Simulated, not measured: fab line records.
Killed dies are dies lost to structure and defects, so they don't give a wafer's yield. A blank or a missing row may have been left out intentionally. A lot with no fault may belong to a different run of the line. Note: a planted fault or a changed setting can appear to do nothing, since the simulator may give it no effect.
Which tool was responsible?    flow gf180mcu    12 lots with 36 wafers sampled at 3 steps, on a route of 602 steps

## WHAT THE GAUGES READ, wafer by wafer
GF_V3_RS_MEAS_24: uses a four-point probe to measure.
lot   measured      on             V3_W_RS (ohm/sq)
L075  day 23 01:34  film metro-01  0.338 0.338 0.334
L077  day 24 00:05  film metro-01  0.333 0.334 0.335
L079  day 24 04:57  film metro-01  0.338 0.338 0.336
L081  day 25 06:22  film metro-03  0.334 0.337 0.337
L083  day 25 14:40  film metro-04  0.332 0.333 0.339
L085  day 26 07:58  film metro-04  0.329 0.330 0.333
L088  day 26 23:40  film metro-01  0.329 0.331 0.316
L089  day 27 12:02  film metro-01  0.336 0.337 0.340
L091  day 28 02:52  film metro-03  0.314 0.316 0.327
L093  day 28 17:47  film metro-04  0.327 0.328 0.331
L095  day 29 03:40  film metro-03  0.327 0.329 0.332
L097  day 29 17:13  film metro-03  0.324 0.315 0.323

## WHAT TOOL EACH LOT RAN ON (gives the tool, then ch and the chambers of the sampled wafers, and finally the start)
lot   GF_V2_PEB_12                                  GF_V2_ETCH_16
L075  litho track-04 ch 0, day 20 22:37 or earlier  rie diel-01 ch 0,1,3, day 20 22:37
L077  litho track-03 ch 0, day 21 22:49 or earlier  rie diel-01 ch 0,1,3, day 21 22:49
L079  litho track-01 ch 0, day 22 03:38 or earlier  rie diel-03 ch 0,2,3, day 22 03:38
L081  litho track-03 ch 0, day 23 06:22 or earlier  rie diel-02 ch 0,1,2, day 23 06:22
L083  litho track-04 ch 0, day 23 14:58 or earlier  rie diel-01 ch 3, day 23 14:58
L085  litho track-01 ch 0, day 24 09:20 or earlier  rie diel-02 ch 1,3, day 24 09:20
L088  litho track-01 ch 0, day 25 02:20 or earlier  rie diel-03 ch 0,2,3, day 25 02:20
L089  litho track-03 ch 0, day 25 15:25 or earlier  rie diel-02 ch 0,1,2, day 25 15:25
L091  litho track-03 ch 0, day 26 07:10 or earlier  rie diel-02 ch 2,3, day 26 07:10
L093  litho track-01 ch 0, day 26 22:26 or earlier  rie diel-03 ch 0,1,2, day 26 22:26
L095  litho track-04 ch 0, day 27 07:40 or earlier  rie diel-01 ch 0,2,3, day 27 07:40
L097  litho track-01 ch 0, day 27 21:53 or earlier  rie diel-02 ch 0,1,2, day 27 21:53
- GF_V2_PEB_12: peb time 94.02 s.
- GF_V2_ETCH_16: etches BARC in N2/H2.

## THE ANSWER, worked out from the rows above alone
Rule: usual is defined by the lots themselves. Put in order of their means at a reading, lots are off if they are a third of the lots or fewer, leave a main group of 4 or more, and stand apart from it by a gap of 3 or more times the standard deviation of the main group's means; of several such gaps the widest counts. The tables above print the reading to a certain number of digits; a main group whose means all agree to those digits is not used. A lot without any number at a reading at which 4 lots or more have one is off too. All remaining lots with rows at the step are treated as sound.
None of the lots is off at any reading shown; this tells nothing.

## WHAT THE SIMULATOR HAD INSERTED
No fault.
